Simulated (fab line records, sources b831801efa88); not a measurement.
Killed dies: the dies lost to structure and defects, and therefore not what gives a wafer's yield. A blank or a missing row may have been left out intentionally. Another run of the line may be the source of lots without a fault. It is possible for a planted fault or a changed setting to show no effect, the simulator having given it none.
The tool behind it: which one? | flow sfq-line | 14 lots (42 wafers sampled), 1 step of a 325-step route

== WHAT EACH GAUGE READ, for each wafer ==
No reading from a measuring or inspecting step in the record can be judged against a usual standard deviation.

== TOOL THAT RAN EACH LOT (tool first, then ch and the chambers of the sampled wafers, then the start) ==
lot  | SFQ_TRILAYER_I1_VIA_LITHO_EXPOSE_050
L658 | krf-scanner-02 ch 0, day 15 08:55
L661 | krf-scanner-02 ch 0, day 16 05:19
L662 | krf-scanner-02 ch 0, day 16 18:20
L663 | krf-scanner-02 ch 0, day 17 01:20
L665 | krf-scanner-02 ch 0, day 17 15:20
L666 | krf-scanner-02 ch 0, day 18 00:08
L667 | krf-scanner-02 ch 0, day 18 11:02
L669 | krf-scanner-02 ch 0, day 18 18:50
L670 | krf-scanner-02 ch 0, day 19 03:14
L671 | krf-scanner-02 ch 0, day 19 08:02
L672 | krf-scanner-02, day 20 03:59
L673 | krf-scanner-02, day 20 08:59
L680 | krf-scanner-02 ch 0, day 22 16:55
L681 | krf-scanner-02 ch 0, day 22 21:31
- SFQ_TRILAYER_I1_VIA_LITHO_EXPOSE_050: exposes mask I1, target cd 500 nm.

== AS READ BY THE TOOLS THEMSELVES (means over the sampled wafers that have a number; for cases with no such wafer, the mark the record gives instead) ==
SFQ_TRILAYER_I1_VIA_LITHO_EXPOSE_050. Usual: exposure-dose-mJ-cm2 21.297, standard deviation 0.022; focus-offset-nm -0.1 nm, standard deviation 0.51.
lot  | tool           | exposure-dose-mJ-cm2 | focus-offset-nm (nm) | flag
L658 | krf-scanner-02 | 21.288               | 0.1                  |
L661 | krf-scanner-02 | 21.276               | 0.8                  |
L662 | krf-scanner-02 | 21.319               | 0.2                  |
L663 | krf-scanner-02 | 21.276               | 0.2                  |
L665 | krf-scanner-02 | 21.305               | 0.1                  |
L666 | krf-scanner-02 | 21.339               | -0.5                 |
L667 | krf-scanner-02 | 21.295               | 0.2                  |
L669 | krf-scanner-02 | 21.307               | 0.2                  |
L670 | krf-scanner-02 | 21.308               | -0.4                 |
L671 | krf-scanner-02 | 21.300               | -0.1                 |
L672 | krf-scanner-02 | -                    | -                    | OFF
L673 | krf-scanner-02 | -                    | -                    | OFF
L680 | krf-scanner-02 | 21.288               | -0.0                 |
L681 | krf-scanner-02 | 21.299               | -0.3                 |

== THE ANSWER, worked out from the rows above alone ==
Rule: take the mean of a lot's wafers that have a number; if it is more than 3 standard deviations from the usual mean, the lot is off. A lot without any number at a reading at which 4 lots or more have one is off too. The other lots that the step has rows for count as sound. The gauges are gone through in route order, then the tools' own readings, and for those a lot's mean is taken as printed above. The first step at which some lot is off is used, and at that step the reading that is off furthest; a lot without a number counts as furthest.
Off: L672, L673, at SFQ_TRILAYER_I1_VIA_LITHO_EXPOSE_050 (exposure-dose-mJ-cm2). Without a number there: L672, L673.
If a tool, at that step or one of the process steps before it, ran each lot that is off and ran no sound lot following the first of them, it fits. Of those tried, none fits.

== WHAT THE SIMULATOR HAD INSERTED ==
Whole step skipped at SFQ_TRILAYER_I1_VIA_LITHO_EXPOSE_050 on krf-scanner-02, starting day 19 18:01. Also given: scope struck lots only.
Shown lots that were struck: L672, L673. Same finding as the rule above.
